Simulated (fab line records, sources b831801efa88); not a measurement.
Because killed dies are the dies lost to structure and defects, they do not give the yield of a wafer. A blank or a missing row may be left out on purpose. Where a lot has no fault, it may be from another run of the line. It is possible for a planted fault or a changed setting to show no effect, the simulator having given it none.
Split-lot experiment -- flow gf180mcu -- 23 wafers read from 5 lots, route of 602 steps

## SPLIT DETAILS
At GF_M1_PEB_12 (peb time 90 s), the setting peb temp c was moved away from the recipe's 135 C on 9 of the 23 wafers read, by -1.6% to +2.1%. For the rest of the wafers, this setting stayed at what the recipe calls for.

## FROM THE SPLIT ON TO THE READING: in between, the file shows 1 step
- GF_M1_DEVELOP_13: develop time 60 s

## THE READING
At GF_M1_CD_MEAS_14: cd nm in nanometres, against a target cd of 230 nm. Fault-free wafers of this fab line usually give 229.9 nm, standard deviation 1 nm.

wafer,"tool, chamber at the split","peb temp c as run, C",against the recipe,"cd nm, nm",against lot-mates on the recipe
L076.1,"litho track-02, 0",135,recipe,230.5,-
L076.4,"litho track-02, 0",135,recipe,230.4,-
L076.5,"litho track-02, 0",135,recipe,229.9,-
L077.1,"litho track-04, 0",135,recipe,230.6,-
L077.2,"litho track-04, 0",136.7,+1.3%,226.4,-3.9
L077.3,"litho track-04, 0",136.7,+1.3%,226.3,-4.0
L077.5,"litho track-04, 0",136.7,+1.3%,226.6,-3.8
L077.6,"litho track-04, 0",135,recipe,230.1,-
L081.1,"litho track-04, 0",135,recipe,229.4,-
L081.2,"litho track-04, 0",135,recipe,230.8,-
L081.4,"litho track-04, 0",132.8,-1.6%,236.2,+6.1
L081.5,"litho track-04, 0",132.8,-1.6%,236.1,+6.0
L081.6,"litho track-04, 0",132.8,-1.6%,235.5,+5.4
L082.1,"litho track-04, 0",135,recipe,228.8,-
L082.2,"litho track-04, 0",135,recipe,229.4,-
L082.3,"litho track-04, 0",137.9,+2.1%,222.0,-7.1
L082.4,"litho track-04, 0",137.9,+2.1%,221.5,-7.6
L082.5,"litho track-04, 0",137.9,+2.1%,222.5,-6.6
L083.1,"litho track-02, 0",135,recipe,232.1,-
L083.2,"litho track-02, 0",135,recipe,231.0,-
L083.3,"litho track-02, 0",135,recipe,230.3,-
L083.4,"litho track-02, 0",135,recipe,229.9,-
L083.6,"litho track-02, 0",135,recipe,230.9,-

THE FIT
A straight line over all 23 wafers: cd nm changes by -3.6 nm for each +1% of peb temp c; r = -0.98; the points scatter about the line by 0.76 nm.
The same after taking each lot's own level away (the mean of its wafers on the recipe; 23 wafers): -3.37 nm for each +1%; r = -0.99; scatter 0.52 nm.
According to that fit, moving peb temp c by its largest amount changes the reading by 7.2 nm.
The lots' own levels span 229.10 to 230.84 nm, that is 1.7 times the standard deviation above.
So the lot-to-lot level changes the slope little: the two slopes agree.
Check: for one of the wafers moved furthest among these (+2.1%), held out of the fit, the line's prediction against its lot-mates is -7.15 nm. It came out at -7.1 nm against them.

## THESE WAFERS: OTHER SPLITS
These wafers also went through other splits before the reading. Each is held against what the fit with the lots' levels taken away leaves over:
other split on the same wafers,wafers away from the commonest value,r with cd nm (lot level and that fit taken away)
GF_PSD_EXPOSE_04 dose mj,6,+0.03
GF_SALICIDE_SPUTTER_03 time s,9,-0.22
GF_CONTACT_CMP_04 leave above ref nm,10,-0.04
GF_CONTACT_PEB_12 peb temp c,11,-0.22
GF_M1_SPUTTER_04 power w,8,-0.11

## FILE'S OWN FIT
cd nm changes by -3.36 nm for each +1% of peb temp c, r = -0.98.
